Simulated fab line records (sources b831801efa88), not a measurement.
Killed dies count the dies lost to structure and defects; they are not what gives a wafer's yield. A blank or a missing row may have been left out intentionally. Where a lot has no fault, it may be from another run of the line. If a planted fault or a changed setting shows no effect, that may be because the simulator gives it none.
Chamber matching	flow gf180mcu	GF_V1_ETCH_16 on rie_diel-01: 4 sister chambers
The step etches BARC in N2/H2. 16 wafers are shown with their chamber, then 7 later ones without.

WAFERS WITH THEIR CHAMBER
wafer	chamber	drypump_motor_current_A (A)	chamber_pressure_mTorr (mTorr)	throttle_valve_pct (%)
L140.1	2	6.5	29.994	13.209
L140.3	1	5.2	29.980	13.230
L140.5	0	5.4	30.020	13.214
L142.2	2	6.5	29.939	13.219
L142.3	3	6.0	29.964	13.212
L142.4	1	5.2	30.013	13.216
L144.1	1	5.3	30.003	13.228
L144.2	0	5.4	30.040	13.223
L144.5	0	5.4	29.990	13.227
L146.1	0	5.4	29.998	13.234
L146.3	1	5.2	30.045	13.221
L146.6	2	6.5	30.031	13.234
L147.2	3	6.0	29.982	13.222
L147.4	1	5.2	29.988	13.225
L147.5	3	6.0	29.955	13.218
L148.4	3	6.0	30.009	13.213

SIGNATURES (means of the wafers above)
reading	chamber 0	chamber 1	chamber 2	chamber 3	scatter within a chamber
drypump_motor_current_A	5.400	5.220	6.500	6.000	0.0258
chamber_pressure_mTorr	30.01200	30.00580	29.98800	29.97750	0.029
throttle_valve_pct	13.22450	13.22400	13.22067	13.21625	0.00773
Rule: a wafer lies at a distance from a chamber equal to the root of the sum of squares, over the readings, of (its reading less the chamber's mean, divided by the reading's scatter). The wafer belongs to the nearest chamber; if the next one is less than 2 further off, it can't be placed. The scatter is the square root of a quotient: the sum, over the shown wafers, of each reading's squared deviation from its chamber's mean, divided by wafers minus chambers.

WAFERS WITH NO CHAMBER GIVEN
wafer	drypump_motor_current_A (A)	chamber_pressure_mTorr (mTorr)	throttle_valve_pct (%)
L148.5	6.0	30.044	13.236
L149.2	6.5	29.984	13.216
L149.5	6.0	30.056	13.229
L149.6	6.5	29.976	13.220
L152.2	5.4	30.009	13.225
L152.3	6.5	29.975	13.242
L152.4	5.2	29.996	13.226

EACH ONE'S CHAMBER
wafer	from the rows above	in truth
L148.5	3	3
L149.2	2	2
L149.5	3	3
L149.6	2	2
L152.2	0	0
L152.3	2	2
L152.4	1	1
Correct placement for 7 of the 7. Can't be placed from these rows: 0. Number placed wrongly: 0.
